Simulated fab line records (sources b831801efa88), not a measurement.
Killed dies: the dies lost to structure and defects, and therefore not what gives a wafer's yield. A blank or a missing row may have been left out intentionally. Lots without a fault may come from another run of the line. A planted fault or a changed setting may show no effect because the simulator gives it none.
A lot that was struck, set against a sound lot | flow sky130 | 18 out of 708 route steps
Sound: these wafers, L397.3, L397.4, L397.6. Struck: wafer L408.4. (L408.1, L408.3 of the same lot were not struck and are left out.) The cause comes at the end.
Each step with rows lists, per side, the tool, then ch with its chambers, then its first start. Under that, the readings that differ: sound wafers | struck wafers | difference of the means | sigmas: that difference in standard deviations of wafers without a fault.
alike: same words and numbers on both sides, and readings whose means sit less than 2 such deviations apart. not compared: any withheld reading, any reading some wafer has no value for, any bound like >300 that may hide the same value, and any number with overlapping values for which the record gives no deviation.
Wherever a step has rows on one side only, a row that says differs or no value, or a row with sigmas, the two part there. When numbers do not overlap yet have no deviation, they are printed without sigmas and do not part them. A reading that every wafer of one side lacks parts them only if that side has two wafers or more.

first, 3 steps without rows for these wafers: SKY_VIA1_EXPOSE_09 (exposes mask VIM, target cd 150 nm); SKY_VIA1_PEB_10; SKY_VIA1_DEVELOP_11 (develop time 60 s).
SKY_VIA1_CD_MEAS_12: the cd target is 150 nm.
  sound: cd-sem-02 at day 34 07:25; struck: cd-sem-02 at day 38 13:37
  alike: cd-nm
SKY_VIA1_OVL_MEAS_13:
  sound: overlay-01 at day 34 07:30; struck: overlay-01 at day 38 13:44
  alike: VIA1_OVL
SKY_VIA1_ETCH_14: etches BARC in N2/H2, stops on SiO2, time 45.9 s, target depth 60 nm.
  sound on rie-diel-02 ch 0,2,3, day 34 07:31; struck on rie-diel-01 ch 3, day 38 13:47
  alike: drypump-motor-current-A, n2-flow-sccm, oes-product-au, rf-fwd-power-W, throttle-valve-pct
  not compared: rf-hours-counter-h
SKY_VIA1_ETCH_15: etches SiO2 in C4F8/O2/Ar, stops on TiN, target depth 351 nm, time 54 s.
  sound on rie-diel-02 ch 0,2,3, day 34 07:34; struck on rie-diel-01 ch 3, day 38 13:49
  alike: oes-product-au, rf-fwd-power-W
  not compared: rf-hours-counter-h
SKY_VIA1_STRIP_16: strips in O2/N2.
  sound on plasma-asher-04 ch 0,1, day 34 07:39; struck on plasma-asher-01 ch 1, day 38 13:52
  reading                     | sound       | struck | difference | sigmas
  drypump-motor-current-A (A) | 6.1 6.1 6.1 | 5.1    | -1.0       | -3
  alike: n2-flow-sccm, oes-product-au, strip-time-to-endpoint-s
  not compared: rf-hours-counter-h
then, 3 steps without rows for these wafers: SKY_VIA1_STRIP_17 (strips in post etch residue remover, time 1200 s); SKY_VIA1_CLEAN_18 (cleans in IPA, time 180 s); SKY_VIA1_CLEAN_19 (cleans in O3/DIW).
SKY_VIA1_SPUTTER_20: material TiN, target thk 20 nm, time 80 s.
  sound: pvd-sputter-04 at day 34 08:13; struck: pvd-sputter-04 at day 38 14:30
  alike: throttle-valve-pct
SKY_VIA1_CVD_21: deposits W, target thk 270 nm, time 80.902 s.
  sound on cvd-w-02 ch 0,1, day 34 08:18; struck on cvd-w-02 ch 0, day 38 14:34
  reading                            | sound             | struck | difference | sigmas
  model.W_of_VIA1_CVD_21.thk-nm (nm) | 269.4 270.2 270.2 | 356.8  | +86.9      |
  alike: heater-power-w
SKY_VIA1_RS_MEAS_22: measurement is done with a four-point probe.
  sound: film-metro-01 at day 34 08:24; struck: film-metro-04 at day 38 14:56
  reading            | sound             | struck | difference | sigmas
  VIA1_W_RS (ohm/sq) | 0.429 0.427 0.428 | 0.321  | -0.107     | -22
  not compared: hold
SKY_VIA1_THK_MEAS_23: measures by xrf.
  sound: film-metro-01 at day 34 08:30; struck: film-metro-04 at day 38 18:26
  reading         | sound       | struck | difference | sigmas
  VIA1_W_THK (nm) | 267 269 269 | 351    | +83        | +20
  not compared: hold
SKY_VIA1_CMP_24: polishes, stops on SiO2, t overpolish 15 s, target thk 0 nm.
  sound on cmp-01 ch 1,2, day 34 08:32; struck on cmp-01 ch 2, day 38 21:42
  reading                | sound    | struck                   | difference                   | sigmas
  hold                   | - - -    | await-dispo/3.2h/release | no value on the sound wafers |
  time-to-endpoint-s (s) | 64 62 63 | 83                       | +20                          | +6
  alike: motor-current-A, slurry-filter-dp-kPa, slurry-flow-ml-min
SKY_METAL2_SPUTTER_00: material Ti, target thk 15 nm, time 10 s.
  sound: pvd-sputter-03 at day 34 08:50; struck: pvd-sputter-03 at day 38 22:00
  alike: throttle-valve-pct
SKY_PAD_OPEN_PROBE_99:
  rows exist in the record for the sound wafers here (prober-01, day 46 03:02), none for the struck ones

## WHERE THEY PART
First at SKY_VIA1_STRIP_16; last, within this record, at SKY_PAD_OPEN_PROBE_99.

WHY: the cause the simulator had injected
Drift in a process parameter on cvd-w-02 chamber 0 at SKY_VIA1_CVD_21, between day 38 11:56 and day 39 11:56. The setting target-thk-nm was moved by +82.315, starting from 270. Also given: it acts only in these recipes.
